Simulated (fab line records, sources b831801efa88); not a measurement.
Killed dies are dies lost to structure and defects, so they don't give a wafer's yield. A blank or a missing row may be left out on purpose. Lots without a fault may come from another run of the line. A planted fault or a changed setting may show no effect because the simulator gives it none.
Which tool did it? | flow gf180mcu | 11 lots, 31 wafers sampled, at 3 steps of a route of 602

WHAT THE GAUGES READ, wafer by wafer
GF_TOP_METAL_RS_MEAS_05: measures by four-point-probe.
lot  | measured     | on            | TOP_METAL_ALCU_RS (ohm/sq)
L308 | day 27 15:22 | film_metro-04 | 0.0329 0.0326 0.0326
L309 | day 27 22:20 | film_metro-04 | 0.0336 0.0332 0.0334
L310 | day 28 09:21 | film_metro-04 | 0.0328 0.0328 0.0323
L311 | day 28 14:13 | film_metro-04 | 0.0331 0.0329 0.0332
L317 | day 30 15:14 | film_metro-02 | 0.0328 0.0327 0.0327
L322 | day 31 19:37 | film_metro-04 | 0.0327 0.0331
L323 | day 31 23:18 | film_metro-02 | 0.0332 0.0334
L325 | day 32 11:58 | film_metro-04 | 0.0326 0.0326 0.0328
L326 | day 32 17:55 | film_metro-02 | 0.0332 0.0326 0.0330
L328 | day 33 08:13 | film_metro-01 | 0.0322 0.0318 0.0329
L330 | day 33 18:45 | film_metro-01 | 0.0331 0.0332 0.0332

GF_TOP_METAL_THK_MEAS_06: measures by xrf.
lot  | measured     | on            | TOP_METAL_ALCU_THK (nm)
L308 | day 27 15:29 | film_metro-04 | 899 904 908
L309 | day 27 22:26 | film_metro-04 | 873 893 885
L310 | day 28 09:27 | film_metro-04 | 892 892 906
L311 | day 28 14:20 | film_metro-04 | 889 894 881
L317 | day 30 15:20 | film_metro-02 | 897 900 900
L322 | day 31 19:44 | film_metro-04 | 897 887
L323 | day 31 23:25 | film_metro-02 | 894 885
L325 | day 32 12:05 | film_metro-04 | 892 899 896
L326 | day 32 18:02 | film_metro-02 | 893 907 895
L328 | day 33 08:20 | film_metro-01 | 897 910 882
L330 | day 33 18:52 | film_metro-01 | 878 872 872

WHICH TOOL RAN EACH LOT (tool, then ch and the chambers of the sampled wafers, then the start)
lot  | GF_M5_METAL_ETCH_10
L308 | rie_metal-02 ch 0,1, day 26 16:18
L309 | rie_metal-02 ch 0,1, day 26 21:48
L310 | rie_metal-03 ch 0, day 27 10:16
L311 | rie_metal-03 ch 0, day 27 15:11
L317 | rie_metal-02 ch 0, day 29 17:11
L322 | rie_metal-03 ch 0,1, day 30 22:57
L323 | rie_metal-02 ch 0,1, day 31 02:49
L325 | rie_metal-02 ch 0,1, day 31 16:21
L326 | rie_metal-02 ch 1, day 31 21:27
L328 | rie_metal-03 ch 0,1, day 32 13:09
L330 | rie_metal-04 ch 0,1, day 32 23:59
- GF_M5_METAL_ETCH_10: etches the open film in Cl2/BCl3, stops on SiO2, target depth 750.8 nm, time 125.1 s.

WHAT THE TOOLS THEMSELVES READ (means of the sampled wafers that have a number; where no wafer has one, the mark that the record gives instead)
GF_M5_METAL_ETCH_10.
lot  | tool         | drypump_motor_current_A (A) | oes_product_au (a.u.) | throttle_valve_pct (%)
L308 | rie_metal-02 | 5.4                         | 0.988                 | 28.237
L309 | rie_metal-02 | 5.3                         | 0.988                 | 28.229
L310 | rie_metal-03 | 5.7                         | 0.994                 | 28.226
L311 | rie_metal-03 | 5.7                         | 0.987                 | 28.226
L317 | rie_metal-02 | 5.1                         | 0.984                 | 28.237
L322 | rie_metal-03 | 6.1                         | 0.988                 | 28.208
L323 | rie_metal-02 | 5.5                         | 0.996                 | 28.222
L325 | rie_metal-02 | 5.7                         | 0.988                 | 28.238
L326 | rie_metal-02 | 6.0                         | 1.000                 | 28.224
L328 | rie_metal-03 | 5.9                         | 0.996                 | 28.230
L330 | rie_metal-04 | 5.9                         | 0.991                 | 28.238

THE ANSWER, worked out from the rows above alone
Rule: what is usual is taken from the lots themselves. Put in order of their means at a reading, lots are off if they are a third of the lots or fewer, leave a main group of 4 or more, and stand apart from it by a gap of 3 or more times the standard deviation of the main group's means; of several such gaps the widest counts. A main group whose means are all the same, to the digits that the tables above print for the reading, isn't used. A lot without any number at a reading at which 4 lots or more have one is off too. The other lots that the step has rows for count as sound. The gauges are gone through in route order, then the tools' own readings, and for those a lot's mean is taken as printed above. The first step at which some lot is off is used, and at that step the reading that is off furthest; a lot without a number counts as furthest.
No lot is off at any reading shown: from this, nothing can be told.

WHAT THE SIMULATOR HAD PUT IN
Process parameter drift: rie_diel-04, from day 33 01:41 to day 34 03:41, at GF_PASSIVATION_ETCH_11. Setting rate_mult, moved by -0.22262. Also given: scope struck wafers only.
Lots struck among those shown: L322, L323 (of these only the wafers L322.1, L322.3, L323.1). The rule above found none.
